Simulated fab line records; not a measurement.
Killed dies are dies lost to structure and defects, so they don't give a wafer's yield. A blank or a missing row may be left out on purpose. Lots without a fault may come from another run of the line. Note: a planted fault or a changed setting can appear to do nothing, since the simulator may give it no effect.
fab line records :: flow sky130
[record]
  lots = 14
  wafers = 42
  last_day = 50
route steps=708 shown SD_N@348 LOCAL_INTERCONNECT@388 CONTACT@407 METAL1@436
lots that met no fault: taken from a fault-free run of the same line
start_h: start of the lot's first displayed wafer, in hours after the record's first day :: wait_h: how many hours have passed since the lot's step before this one :: " identical to the entry in the row above :: L1.1+2: a single row standing in for several wafers :: - value missing, or start not given :: * or withheld: withheld :: < > ~ a bound
route shown NAME@n: a module of which the file shows steps, and the number in the route of the first :: usual: average and standard deviation across the fault-free wafers :: same: alike in all rows :: chamber/n: place in a boat :: sites: each site's reading :: _std_site: their standard deviation :: _edge_site: inner sites' mean taken away from outer sites' mean :: radius_mm: for every site, how far away it sits from the centre of the wafer :: mask NAME#n: copy n :: behind: the last tool/chamber to shape the wafer :: hold: cause of the lot's hold/its duration in hours/its outcome :: device: whichever transistor did not switch (one of n, p or np) :: end of line: tests run on the same wafers once the route is complete :: a step without rows: its recipe alone :: killed: dies lost to structure and defects at the first sort, not the wafer's yield :: map: the dies of a wafer, with x for killed, . for not killed, _ for no die there
set.NAME: the run value of the setting; set.NAME@STEP: its run value at that earlier step :: model.NAME: the simulator's own value behind a step, which no gauge read
steps of the route over a sample of lots; a table a step, a row a wafer
services: when a tool's chamber went out of use (start_h, in hours from the record's first day, below 0 if earlier), for how many hours, and the reason
[[steps]]
[step SKY_SD_N_DEVELOP_06]
[recipe]
  resist = NOVOLAK
  developer = TMAH
  develop_time_s = 60
  dev_temp_c = 23
[usual]
  chill_plate_temp_C = 22.99/0.11
  develop_time_s = 60/0
lot.wafer: L803.1
tool: litho_track-03
chamber: 0
start_h: 643.73
wait_h: 0.1
chill_plate_temp_C: 22.86
develop_time_s: 60

lot.wafer: L803.4
tool: litho_track-03
chamber: 0
start_h: 643.73
wait_h: 0.1
chill_plate_temp_C: 22.97
develop_time_s: 60

lot.wafer: L803.6
tool: litho_track-03
chamber: 0
start_h: 643.73
wait_h: 0.1
chill_plate_temp_C: 22.87
develop_time_s: 60

lot.wafer: L804.2
tool: litho_track-03
chamber: 0
start_h: 651.75
wait_h: 0.1
chill_plate_temp_C: 22.98
develop_time_s: 60

lot.wafer: L804.5
tool: litho_track-03
chamber: 0
start_h: 651.75
wait_h: 0.1
chill_plate_temp_C: 23.00
develop_time_s: 60

lot.wafer: L804.6
tool: litho_track-03
chamber: 0
start_h: 651.75
wait_h: 0.1
chill_plate_temp_C: 23.09
develop_time_s: 60

lot.wafer: L806.2
tool: litho_track-02
chamber: 0
start_h: 667.33
wait_h: 0.1
chill_plate_temp_C: 23.11
develop_time_s: 60

lot.wafer: L806.4
tool: litho_track-02
chamber: 0
start_h: 667.33
wait_h: 0.1
chill_plate_temp_C: 22.76
develop_time_s: 60

lot.wafer: L806.6
tool: litho_track-02
chamber: 0
start_h: 667.33
wait_h: 0.1
chill_plate_temp_C: 22.84
develop_time_s: 60

lot.wafer: L809.1
tool: litho_track-01
chamber: 0
start_h: 703.69
wait_h: 0.1
chill_plate_temp_C: 22.86
develop_time_s: 60

lot.wafer: L809.5
tool: litho_track-01
chamber: 0
start_h: 703.69
wait_h: 0.1
chill_plate_temp_C: 22.99
develop_time_s: 60

lot.wafer: L809.6
tool: litho_track-01
chamber: 0
start_h: 703.69
wait_h: 0.1
chill_plate_temp_C: 23.14
develop_time_s: 60

lot.wafer: L807.1
tool: litho_track-02
chamber: 0
start_h: 708.11
wait_h: 0.1
chill_plate_temp_C: 22.92
develop_time_s: 60

lot.wafer: L807.5
tool: litho_track-02
chamber: 0
start_h: 708.11
wait_h: 0.1
chill_plate_temp_C: 23.06
develop_time_s: 60

lot.wafer: L807.6
tool: litho_track-02
chamber: 0
start_h: 708.11
wait_h: 0.1
chill_plate_temp_C: 23.02
develop_time_s: 60

lot.wafer: L812.1
tool: litho_track-01
chamber: 0
start_h: 717.79
wait_h: 0.1
chill_plate_temp_C: 23.01
develop_time_s: 60

lot.wafer: L812.5
tool: litho_track-01
chamber: 0
start_h: 717.79
wait_h: 0.1
chill_plate_temp_C: 23.04
develop_time_s: 60

lot.wafer: L812.6
tool: litho_track-01
chamber: 0
start_h: 717.79
wait_h: 0.1
chill_plate_temp_C: 23.03
develop_time_s: 60

lot.wafer: L811.1
tool: litho_track-02
chamber: 0
start_h: 719.31
wait_h: 0.1
chill_plate_temp_C: 22.83
develop_time_s: 60

lot.wafer: L811.2
tool: litho_track-02
chamber: 0
start_h: 719.31
wait_h: 0.1
chill_plate_temp_C: 23.13
develop_time_s: 60

lot.wafer: L811.5
tool: litho_track-02
chamber: 0
start_h: 719.31
wait_h: 0.1
chill_plate_temp_C: 23.07
develop_time_s: 60

lot.wafer: L813.1
tool: litho_track-02
chamber: -
start_h: 723.41
wait_h: 0.1
chill_plate_temp_C: -
develop_time_s: -

lot.wafer: L813.2
tool: litho_track-02
chamber: -
start_h: 723.41
wait_h: 0.1
chill_plate_temp_C: -
develop_time_s: -

lot.wafer: L813.5
tool: litho_track-02
chamber: -
start_h: 723.41
wait_h: 0.1
chill_plate_temp_C: -
develop_time_s: -

lot.wafer: L814.1
tool: litho_track-03
chamber: -
start_h: 739.03
wait_h: 0.1
chill_plate_temp_C: -
develop_time_s: -

lot.wafer: L814.3
tool: litho_track-03
chamber: -
start_h: 739.03
wait_h: 0.1
chill_plate_temp_C: -
develop_time_s: -

lot.wafer: L814.5
tool: litho_track-03
chamber: -
start_h: 739.03
wait_h: 0.1
chill_plate_temp_C: -
develop_time_s: -

lot.wafer: L819.2
tool: litho_track-01
chamber: 0
start_h: 773.56
wait_h: 0.1
chill_plate_temp_C: 22.93
develop_time_s: 60

lot.wafer: L819.3
tool: litho_track-01
chamber: 0
start_h: 773.56
wait_h: 0.1
chill_plate_temp_C: 23.15
develop_time_s: 60

lot.wafer: L819.5
tool: litho_track-01
chamber: 0
start_h: 773.56
wait_h: 0.1
chill_plate_temp_C: 22.96
develop_time_s: 60

lot.wafer: L823.1
tool: litho_track-01
chamber: 0
start_h: 804.14
wait_h: 0.1
chill_plate_temp_C: 22.75
develop_time_s: 60

lot.wafer: L823.2
tool: litho_track-01
chamber: 0
start_h: 804.14
wait_h: 0.1
chill_plate_temp_C: 22.89
develop_time_s: 60

lot.wafer: L823.6
tool: litho_track-01
chamber: 0
start_h: 804.14
wait_h: 0.1
chill_plate_temp_C: 22.90
develop_time_s: 60

lot.wafer: L824.2
tool: litho_track-01
chamber: 0
start_h: 825.11
wait_h: 0.1
chill_plate_temp_C: 23.00
develop_time_s: 60

lot.wafer: L824.4
tool: litho_track-01
chamber: 0
start_h: 825.11
wait_h: 0.1
chill_plate_temp_C: 22.94
develop_time_s: 60

lot.wafer: L824.5
tool: litho_track-01
chamber: 0
start_h: 825.11
wait_h: 0.1
chill_plate_temp_C: 22.96
develop_time_s: 60

lot.wafer: L825.1
tool: litho_track-02
chamber: 0
start_h: 825.46
wait_h: 0.1
chill_plate_temp_C: 22.85
develop_time_s: 60

lot.wafer: L825.2
tool: litho_track-02
chamber: 0
start_h: 825.46
wait_h: 0.1
chill_plate_temp_C: 22.87
develop_time_s: 60

lot.wafer: L825.5
tool: litho_track-02
chamber: 0
start_h: 825.46
wait_h: 0.1
chill_plate_temp_C: 22.91
develop_time_s: 60

lot.wafer: L826.3
tool: litho_track-03
chamber: 0
start_h: 826.48
wait_h: 0.1
chill_plate_temp_C: 23.08
develop_time_s: 60

lot.wafer: L826.5
tool: litho_track-03
chamber: 0
start_h: 826.48
wait_h: 0.1
chill_plate_temp_C: 23.16
develop_time_s: 60

lot.wafer: L826.6
tool: litho_track-03
chamber: 0
start_h: 826.48
wait_h: 0.1
chill_plate_temp_C: 22.89
develop_time_s: 60
[step SKY_LOCAL_INTERCONNECT_RS_MEAS_01]
[recipe]
  thk_meas_gauge = four-point-probe
  reads = TiN_of_LOCAL_INTERCONNECT_SPUTTER_00
[usual]
  LOCAL_INTERCONNECT_TIN_RS = 14.12/0.17
lot.wafer: L803.1
tool: film_metro-02
chamber: -
start_h: 675.28
wait_h: 0.0
LOCAL_INTERCONNECT_TIN_RS[ohm/sq]: 14.03

lot.wafer: L803.4
tool: film_metro-02
chamber: -
start_h: 675.28
wait_h: 0.0
LOCAL_INTERCONNECT_TIN_RS[ohm/sq]: 13.87

lot.wafer: L803.6
tool: film_metro-02
chamber: -
start_h: 675.28
wait_h: 0.0
LOCAL_INTERCONNECT_TIN_RS[ohm/sq]: 13.95

lot.wafer: L804.2
tool: film_metro-01
chamber: -
start_h: 683.20
wait_h: 0.1
LOCAL_INTERCONNECT_TIN_RS[ohm/sq]: 14.09

lot.wafer: L804.5
tool: film_metro-01
chamber: -
start_h: 683.20
wait_h: 0.1
LOCAL_INTERCONNECT_TIN_RS[ohm/sq]: 13.99

lot.wafer: L804.6
tool: film_metro-01
chamber: -
start_h: 683.20
wait_h: 0.1
LOCAL_INTERCONNECT_TIN_RS[ohm/sq]: 14.14

lot.wafer: L806.2
tool: film_metro-02
chamber: -
start_h: 698.40
wait_h: 0.1
LOCAL_INTERCONNECT_TIN_RS[ohm/sq]: 13.93

lot.wafer: L806.4
tool: film_metro-02
chamber: -
start_h: 698.40
wait_h: 0.1
LOCAL_INTERCONNECT_TIN_RS[ohm/sq]: 14.03

lot.wafer: L806.6
tool: film_metro-02
chamber: -
start_h: 698.40
wait_h: 0.1
LOCAL_INTERCONNECT_TIN_RS[ohm/sq]: 13.93

lot.wafer: L809.1
tool: film_metro-01
chamber: -
start_h: 735.14
wait_h: 0.0
LOCAL_INTERCONNECT_TIN_RS[ohm/sq]: 14.25

lot.wafer: L809.5
tool: film_metro-01
chamber: -
start_h: 735.14
wait_h: 0.0
LOCAL_INTERCONNECT_TIN_RS[ohm/sq]: 14.24

lot.wafer: L809.6
tool: film_metro-01
chamber: -
start_h: 735.14
wait_h: 0.0
LOCAL_INTERCONNECT_TIN_RS[ohm/sq]: 14.31

lot.wafer: L807.1
tool: film_metro-04
chamber: -
start_h: 739.31
wait_h: 0.0
LOCAL_INTERCONNECT_TIN_RS[ohm/sq]: 14.01

lot.wafer: L807.5
tool: film_metro-04
chamber: -
start_h: 739.31
wait_h: 0.0
LOCAL_INTERCONNECT_TIN_RS[ohm/sq]: 14.08

lot.wafer: L807.6
tool: film_metro-04
chamber: -
start_h: 739.31
wait_h: 0.0
LOCAL_INTERCONNECT_TIN_RS[ohm/sq]: 14.06

lot.wafer: L812.1
tool: film_metro-01
chamber: -
start_h: 748.79
wait_h: 0.0
LOCAL_INTERCONNECT_TIN_RS[ohm/sq]: 14.49

lot.wafer: L812.5
tool: film_metro-01
chamber: -
start_h: 748.79
wait_h: 0.0
LOCAL_INTERCONNECT_TIN_RS[ohm/sq]: 14.66

lot.wafer: L812.6
tool: film_metro-01
chamber: -
start_h: 748.79
wait_h: 0.0
LOCAL_INTERCONNECT_TIN_RS[ohm/sq]: 14.57

lot.wafer: L811.1
tool: film_metro-02
chamber: -
start_h: 750.31
wait_h: 0.0
LOCAL_INTERCONNECT_TIN_RS[ohm/sq]: 14.16

lot.wafer: L811.2
tool: film_metro-02
chamber: -
start_h: 750.31
wait_h: 0.0
LOCAL_INTERCONNECT_TIN_RS[ohm/sq]: 13.93

lot.wafer: L811.5
tool: film_metro-02
chamber: -
start_h: 750.31
wait_h: 0.0
LOCAL_INTERCONNECT_TIN_RS[ohm/sq]: 14.19

lot.wafer: L813.1
tool: film_metro-04
chamber: -
start_h: 754.45
wait_h: 0.0
LOCAL_INTERCONNECT_TIN_RS[ohm/sq]: 14.00

lot.wafer: L813.2
tool: film_metro-04
chamber: -
start_h: 754.45
wait_h: 0.0
LOCAL_INTERCONNECT_TIN_RS[ohm/sq]: 13.81

lot.wafer: L813.5
tool: film_metro-04
chamber: -
start_h: 754.45
wait_h: 0.0
LOCAL_INTERCONNECT_TIN_RS[ohm/sq]: 13.91

lot.wafer: L814.1
tool: film_metro-02
chamber: -
start_h: 770.22
wait_h: 0.0
LOCAL_INTERCONNECT_TIN_RS[ohm/sq]: 14.03

lot.wafer: L814.3
tool: film_metro-02
chamber: -
start_h: 770.22
wait_h: 0.0
LOCAL_INTERCONNECT_TIN_RS[ohm/sq]: 14.14

lot.wafer: L814.5
tool: film_metro-02
chamber: -
start_h: 770.22
wait_h: 0.0
LOCAL_INTERCONNECT_TIN_RS[ohm/sq]: 13.98

lot.wafer: L819.2
tool: film_metro-04
chamber: -
start_h: 802.58
wait_h: 0.1
LOCAL_INTERCONNECT_TIN_RS[ohm/sq]: 14.20

lot.wafer: L819.3
tool: film_metro-04
chamber: -
start_h: 802.58
wait_h: 0.1
LOCAL_INTERCONNECT_TIN_RS[ohm/sq]: 14.19

lot.wafer: L819.5
tool: film_metro-04
chamber: -
start_h: 802.58
wait_h: 0.1
LOCAL_INTERCONNECT_TIN_RS[ohm/sq]: 14.09

lot.wafer: L823.1
tool: film_metro-02
chamber: -
start_h: 833.76
wait_h: 0.0
LOCAL_INTERCONNECT_TIN_RS[ohm/sq]: 14.11

lot.wafer: L823.2
tool: film_metro-02
chamber: -
start_h: 833.76
wait_h: 0.0
LOCAL_INTERCONNECT_TIN_RS[ohm/sq]: 14.19

lot.wafer: L823.6
tool: film_metro-02
chamber: -
start_h: 833.76
wait_h: 0.0
LOCAL_INTERCONNECT_TIN_RS[ohm/sq]: 14.12

lot.wafer: L824.2
tool: film_metro-01
chamber: -
start_h: 854.73
wait_h: 0.1
LOCAL_INTERCONNECT_TIN_RS[ohm/sq]: 14.02

lot.wafer: L824.4
tool: film_metro-01
chamber: -
start_h: 854.73
wait_h: 0.1
LOCAL_INTERCONNECT_TIN_RS[ohm/sq]: 14.15

lot.wafer: L824.5
tool: film_metro-01
chamber: -
start_h: 854.73
wait_h: 0.1
LOCAL_INTERCONNECT_TIN_RS[ohm/sq]: 13.95

lot.wafer: L825.1
tool: film_metro-01
chamber: -
start_h: 855.03
wait_h: 0.0
LOCAL_INTERCONNECT_TIN_RS[ohm/sq]: 14.34

lot.wafer: L825.2
tool: film_metro-01
chamber: -
start_h: 855.03
wait_h: 0.0
LOCAL_INTERCONNECT_TIN_RS[ohm/sq]: 14.20

lot.wafer: L825.5
tool: film_metro-01
chamber: -
start_h: 855.03
wait_h: 0.0
LOCAL_INTERCONNECT_TIN_RS[ohm/sq]: 14.23

lot.wafer: L826.3
tool: film_metro-01
chamber: -
start_h: 856.04
wait_h: 0.1
LOCAL_INTERCONNECT_TIN_RS[ohm/sq]: 14.30

lot.wafer: L826.5
tool: film_metro-01
chamber: -
start_h: 856.04
wait_h: 0.1
LOCAL_INTERCONNECT_TIN_RS[ohm/sq]: 14.11

lot.wafer: L826.6
tool: film_metro-01
chamber: -
start_h: 856.04
wait_h: 0.1
LOCAL_INTERCONNECT_TIN_RS[ohm/sq]: 14.27
[step SKY_CONTACT_THK_MEAS_01]
[recipe]
  reads = Si3N4_of_CONTACT_CVD_00
[usual]
  CONTACT_CVD_00_THK = 75.4/1.2
lot.wafer: L803.1
tool: film_metro-02
chamber: -
start_h: 704.72
wait_h: -
CONTACT_CVD_00_THK[nm]: 74.1

lot.wafer: L803.4
tool: film_metro-02
chamber: -
start_h: 704.72
wait_h: -
CONTACT_CVD_00_THK[nm]: 75.4

lot.wafer: L803.6
tool: film_metro-02
chamber: -
start_h: 704.72
wait_h: -
CONTACT_CVD_00_THK[nm]: 76.0

lot.wafer: L804.2
tool: film_metro-03
chamber: -
start_h: 711.94
wait_h: -
CONTACT_CVD_00_THK[nm]: 74.9

lot.wafer: L804.5
tool: film_metro-03
chamber: -
start_h: 711.94
wait_h: -
CONTACT_CVD_00_THK[nm]: 77.4

lot.wafer: L804.6
tool: film_metro-03
chamber: -
start_h: 711.94
wait_h: -
CONTACT_CVD_00_THK[nm]: 76.2

lot.wafer: L806.2
tool: film_metro-03
chamber: -
start_h: 727.26
wait_h: -
CONTACT_CVD_00_THK[nm]: 74.3

lot.wafer: L806.4
tool: film_metro-03
chamber: -
start_h: 727.26
wait_h: -
CONTACT_CVD_00_THK[nm]: 77.3

lot.wafer: L806.6
tool: film_metro-03
chamber: -
start_h: 727.26
wait_h: -
CONTACT_CVD_00_THK[nm]: 77.1

lot.wafer: L809.1
tool: film_metro-03
chamber: -
start_h: 763.50
wait_h: -
CONTACT_CVD_00_THK[nm]: 76.1

lot.wafer: L809.5
tool: film_metro-03
chamber: -
start_h: 763.50
wait_h: -
CONTACT_CVD_00_THK[nm]: 75.8

lot.wafer: L809.6
tool: film_metro-03
chamber: -
start_h: 763.50
wait_h: -
CONTACT_CVD_00_THK[nm]: 77.9

lot.wafer: L807.1
tool: film_metro-01
chamber: -
start_h: 767.35
wait_h: -
CONTACT_CVD_00_THK[nm]: 75.4

lot.wafer: L807.5
tool: film_metro-01
chamber: -
start_h: 767.35
wait_h: -
CONTACT_CVD_00_THK[nm]: 77.6

lot.wafer: L807.6
tool: film_metro-01
chamber: -
start_h: 767.35
wait_h: -
CONTACT_CVD_00_THK[nm]: 76.6

lot.wafer: L812.1
tool: film_metro-01
chamber: -
start_h: 777.67
wait_h: -
CONTACT_CVD_00_THK[nm]: 73.5

lot.wafer: L812.5
tool: film_metro-01
chamber: -
start_h: 777.67
wait_h: -
CONTACT_CVD_00_THK[nm]: 74.8

lot.wafer: L812.6
tool: film_metro-01
chamber: -
start_h: 777.67
wait_h: -
CONTACT_CVD_00_THK[nm]: 75.7

lot.wafer: L811.1
tool: film_metro-01
chamber: -
start_h: 778.78
wait_h: -
CONTACT_CVD_00_THK[nm]: 75.0

lot.wafer: L811.2
tool: film_metro-01
chamber: -
start_h: 778.78
wait_h: -
CONTACT_CVD_00_THK[nm]: 74.0

lot.wafer: L811.5
tool: film_metro-01
chamber: -
start_h: 778.78
wait_h: -
CONTACT_CVD_00_THK[nm]: 75.6

lot.wafer: L813.1
tool: film_metro-02
chamber: -
start_h: 782.01
wait_h: -
CONTACT_CVD_00_THK[nm]: 74.4

lot.wafer: L813.2
tool: film_metro-02
chamber: -
start_h: 782.01
wait_h: -
CONTACT_CVD_00_THK[nm]: 75.4

lot.wafer: L813.5
tool: film_metro-02
chamber: -
start_h: 782.01
wait_h: -
CONTACT_CVD_00_THK[nm]: 75.5

lot.wafer: L814.1
tool: film_metro-01
chamber: -
start_h: 797.73
wait_h: -
CONTACT_CVD_00_THK[nm]: 74.5

lot.wafer: L814.3
tool: film_metro-01
chamber: -
start_h: 797.73
wait_h: -
CONTACT_CVD_00_THK[nm]: 77.4

lot.wafer: L814.5
tool: film_metro-01
chamber: -
start_h: 797.73
wait_h: -
CONTACT_CVD_00_THK[nm]: 77.2

lot.wafer: L819.2
tool: film_metro-02
chamber: -
start_h: 830.12
wait_h: -
CONTACT_CVD_00_THK[nm]: 73.5

lot.wafer: L819.3
tool: film_metro-02
chamber: -
start_h: 830.12
wait_h: -
CONTACT_CVD_00_THK[nm]: 75.4

lot.wafer: L819.5
tool: film_metro-02
chamber: -
start_h: 830.12
wait_h: -
CONTACT_CVD_00_THK[nm]: 75.7

lot.wafer: L823.1
tool: film_metro-03
chamber: -
start_h: 861.88
wait_h: -
CONTACT_CVD_00_THK[nm]: 73.3

lot.wafer: L823.2
tool: film_metro-03
chamber: -
start_h: 861.88
wait_h: -
CONTACT_CVD_00_THK[nm]: 75.5

lot.wafer: L823.6
tool: film_metro-03
chamber: -
start_h: 861.88
wait_h: -
CONTACT_CVD_00_THK[nm]: 75.8

lot.wafer: L824.2
tool: film_metro-03
chamber: -
start_h: 881.55
wait_h: -
CONTACT_CVD_00_THK[nm]: 74.9

lot.wafer: L824.4
tool: film_metro-03
chamber: -
start_h: 881.55
wait_h: -
CONTACT_CVD_00_THK[nm]: 75.5

lot.wafer: L824.5
tool: film_metro-03
chamber: -
start_h: 881.55
wait_h: -
CONTACT_CVD_00_THK[nm]: 75.2

lot.wafer: L825.1
tool: film_metro-03
chamber: -
start_h: 882.69
wait_h: -
CONTACT_CVD_00_THK[nm]: 72.8

lot.wafer: L825.2
tool: film_metro-03
chamber: -
start_h: 882.69
wait_h: -
CONTACT_CVD_00_THK[nm]: 74.7

lot.wafer: L825.5
tool: film_metro-03
chamber: -
start_h: 882.69
wait_h: -
CONTACT_CVD_00_THK[nm]: 74.8

lot.wafer: L826.3
tool: film_metro-01
chamber: -
start_h: 883.66
wait_h: -
CONTACT_CVD_00_THK[nm]: 75.7

lot.wafer: L826.5
tool: film_metro-01
chamber: -
start_h: 883.66
wait_h: -
CONTACT_CVD_00_THK[nm]: 77.5

lot.wafer: L826.6
tool: film_metro-01
chamber: -
start_h: 883.66
wait_h: -
CONTACT_CVD_00_THK[nm]: 75.5
[step SKY_METAL1_SPUTTER_02]
[recipe]
  material = AlCu
  target_thk_nm = 250
  power_w = 10600
  time_s = 13.3
  chamber_pressure_pa = 0.4
[usual]
  throttle_valve_pct = 29.4/0.92
lot.wafer: L803.1
tool: pvd_sputter-01
chamber: -
start_h: 735.13
wait_h: 0.0
throttle_valve_pct: 30.1

lot.wafer: L803.4
tool: pvd_sputter-01
chamber: -
start_h: 735.13
wait_h: 0.0
throttle_valve_pct: 27.9

lot.wafer: L803.6
tool: pvd_sputter-01
chamber: -
start_h: 735.13
wait_h: 0.0
throttle_valve_pct: 29.9

lot.wafer: L804.2
tool: pvd_sputter-03
chamber: -
start_h: 742.03
wait_h: 0.0
throttle_valve_pct: 29.1

lot.wafer: L804.5
tool: pvd_sputter-03
chamber: -
start_h: 742.03
wait_h: 0.0
throttle_valve_pct: 30.9

lot.wafer: L804.6
tool: pvd_sputter-03
chamber: -
start_h: 742.03
wait_h: 0.0
throttle_valve_pct: 28.2

lot.wafer: L806.2
tool: pvd_sputter-01
chamber: -
start_h: 757.45
wait_h: 0.0
throttle_valve_pct: 28.1

lot.wafer: L806.4
tool: pvd_sputter-01
chamber: -
start_h: 757.45
wait_h: 0.0
throttle_valve_pct: 29.9

lot.wafer: L806.6
tool: pvd_sputter-01
chamber: -
start_h: 757.45
wait_h: 0.0
throttle_valve_pct: 30.0

lot.wafer: L809.1
tool: pvd_sputter-02
chamber: -
start_h: 791.19
wait_h: 0.0
throttle_valve_pct: 30.5

lot.wafer: L809.5
tool: pvd_sputter-02
chamber: -
start_h: 791.19
wait_h: 0.0
throttle_valve_pct: 29.2

lot.wafer: L809.6
tool: pvd_sputter-02
chamber: -
start_h: 791.19
wait_h: 0.0
throttle_valve_pct: 30.4

lot.wafer: L807.1
tool: pvd_sputter-02
chamber: -
start_h: 795.26
wait_h: 0.0
throttle_valve_pct: 29.5

lot.wafer: L807.5
tool: pvd_sputter-02
chamber: -
start_h: 795.26
wait_h: 0.0
throttle_valve_pct: 30.4

lot.wafer: L807.6
tool: pvd_sputter-02
chamber: -
start_h: 795.26
wait_h: 0.0
throttle_valve_pct: 29.3

lot.wafer: L812.1
tool: pvd_sputter-01
chamber: -
start_h: 806.92
wait_h: 0.0
throttle_valve_pct: 27.9

lot.wafer: L812.5
tool: pvd_sputter-01
chamber: -
start_h: 806.92
wait_h: 0.0
throttle_valve_pct: 27.6

lot.wafer: L812.6
tool: pvd_sputter-01
chamber: -
start_h: 806.92
wait_h: 0.0
throttle_valve_pct: 30.3

lot.wafer: L811.1
tool: pvd_sputter-03
chamber: -
start_h: 807.22
wait_h: 0.0
throttle_valve_pct: 27.9

lot.wafer: L811.2
tool: pvd_sputter-03
chamber: -
start_h: 807.22
wait_h: 0.0
throttle_valve_pct: 30.8

lot.wafer: L811.5
tool: pvd_sputter-03
chamber: -
start_h: 807.22
wait_h: 0.0
throttle_valve_pct: 28.5

lot.wafer: L813.1
tool: pvd_sputter-01
chamber: -
start_h: 810.41
wait_h: 0.0
throttle_valve_pct: 27.6

lot.wafer: L813.2
tool: pvd_sputter-01
chamber: -
start_h: 810.41
wait_h: 0.0
throttle_valve_pct: 29.9

lot.wafer: L813.5
tool: pvd_sputter-01
chamber: -
start_h: 810.41
wait_h: 0.0
throttle_valve_pct: 27.7

lot.wafer: L814.1
tool: pvd_sputter-02
chamber: -
start_h: 826.24
wait_h: 0.0
throttle_valve_pct: 30.6

lot.wafer: L814.3
tool: pvd_sputter-02
chamber: -
start_h: 826.24
wait_h: 0.0
throttle_valve_pct: 30.1

lot.wafer: L814.5
tool: pvd_sputter-02
chamber: -
start_h: 826.24
wait_h: 0.0
throttle_valve_pct: 29.3

lot.wafer: L819.2
tool: pvd_sputter-02
chamber: -
start_h: 858.75
wait_h: 0.0
throttle_valve_pct: 29.4

lot.wafer: L819.3
tool: pvd_sputter-02
chamber: -
start_h: 858.75
wait_h: 0.0
throttle_valve_pct: 30.2

lot.wafer: L819.5
tool: pvd_sputter-02
chamber: -
start_h: 858.75
wait_h: 0.0
throttle_valve_pct: 30.6

lot.wafer: L823.1
tool: pvd_sputter-03
chamber: -
start_h: 890.01
wait_h: 0.0
throttle_valve_pct: 28.6

lot.wafer: L823.2
tool: pvd_sputter-03
chamber: -
start_h: 890.01
wait_h: 0.0
throttle_valve_pct: 28.1

lot.wafer: L823.6
tool: pvd_sputter-03
chamber: -
start_h: 890.01
wait_h: 0.0
throttle_valve_pct: 28.3

lot.wafer: L824.2
tool: pvd_sputter-01
chamber: -
start_h: 908.89
wait_h: 0.0
throttle_valve_pct: 30.3

lot.wafer: L824.4
tool: pvd_sputter-01
chamber: -
start_h: 908.89
wait_h: 0.0
throttle_valve_pct: 29.9

lot.wafer: L824.5
tool: pvd_sputter-01
chamber: -
start_h: 908.89
wait_h: 0.0
throttle_valve_pct: 30.2

lot.wafer: L825.1
tool: pvd_sputter-03
chamber: -
start_h: 910.15
wait_h: 0.0
throttle_valve_pct: 30.9

lot.wafer: L825.2
tool: pvd_sputter-03
chamber: -
start_h: 910.15
wait_h: 0.0
throttle_valve_pct: 28.4

lot.wafer: L825.5
tool: pvd_sputter-03
chamber: -
start_h: 910.15
wait_h: 0.0
throttle_valve_pct: 29.1

lot.wafer: L826.3
tool: pvd_sputter-01
chamber: -
start_h: 910.45
wait_h: 0.0
throttle_valve_pct: 30.1

lot.wafer: L826.5
tool: pvd_sputter-01
chamber: -
start_h: 910.45
wait_h: 0.0
throttle_valve_pct: 30.0

lot.wafer: L826.6
tool: pvd_sputter-01
chamber: -
start_h: 910.45
wait_h: 0.0
throttle_valve_pct: 30.0
[[services]]
tool: pvd_sputter-03
chamber: -
start_h: 648.70
hours: 3.7
kind: repair

tool: pvd_sputter-02
chamber: -
start_h: 654.52
hours: 46.8
kind: repair

tool: litho_track-02
chamber: -
start_h: 657.44
hours: -
kind: consumable_replace:filter

tool: pvd_sputter-03
chamber: -
start_h: 668.56
hours: 8.7
kind: repair

tool: pvd_sputter-02
chamber: -
start_h: 693.79
hours: 1.0
kind: repair

tool: litho_track-03
chamber: -
start_h: 736.50
hours: -
kind: consumable_replace:filter

tool: pvd_sputter-02
chamber: -
start_h: 775.32
hours: 1.7
kind: repair

tool: pvd_sputter-01
chamber: -
start_h: 784.47
hours: 0.7
kind: repair

tool: pvd_sputter-03
chamber: -
start_h: 788.87
hours: 10.8
kind: repair

tool: litho_track-02
chamber: -
start_h: 826.07
hours: -
kind: consumable_replace:filter

tool: pvd_sputter-01
chamber: -
start_h: 857.15
hours: 2.5
kind: repair

tool: pvd_sputter-01
chamber: -
start_h: 868.29
hours: 0.9
kind: repair

tool: pvd_sputter-03
chamber: -
start_h: 891.56
hours: 6.3
kind: repair
[[key]]
[first_sign]
  step = SKY_SD_N_DEVELOP_06
  reading = tool_record
  direction = missing
effect none on later readings
met_at SKY_SD_N_DEVELOP_06
struck_lots L813,L814
sort_left_out L813.1,L813.2,L813.5,L814.1,L814.3,L814.5
tester_left_out L813,L814
not_acting_at SKY_LOCAL_INTERCONNECT_RS_MEAS_01,SKY_CONTACT_THK_MEAS_01,SKY_METAL1_SPUTTER_02
onset_between 719.31 723.41
[fault]
  kind = skipped_step_whole
  tool = litho_track-02,litho_track-03
  chamber = -
  onset_h = 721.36
  steps = SKY_SD_N_DEVELOP_06
  scope = struck_lots_only
// tester_left_out: of these lots the tester's yield and bins aren't shown, on N5 and GAA mostly nor the transistor test; their killed dies are dies lost to structure and defects alone, not to doping, threshold or leakage, so they don't give the yield
// sort_left_out: the simulated sort isn't trusted on such a fault, so these wafers' sort isn't shown, and their yield isn't known
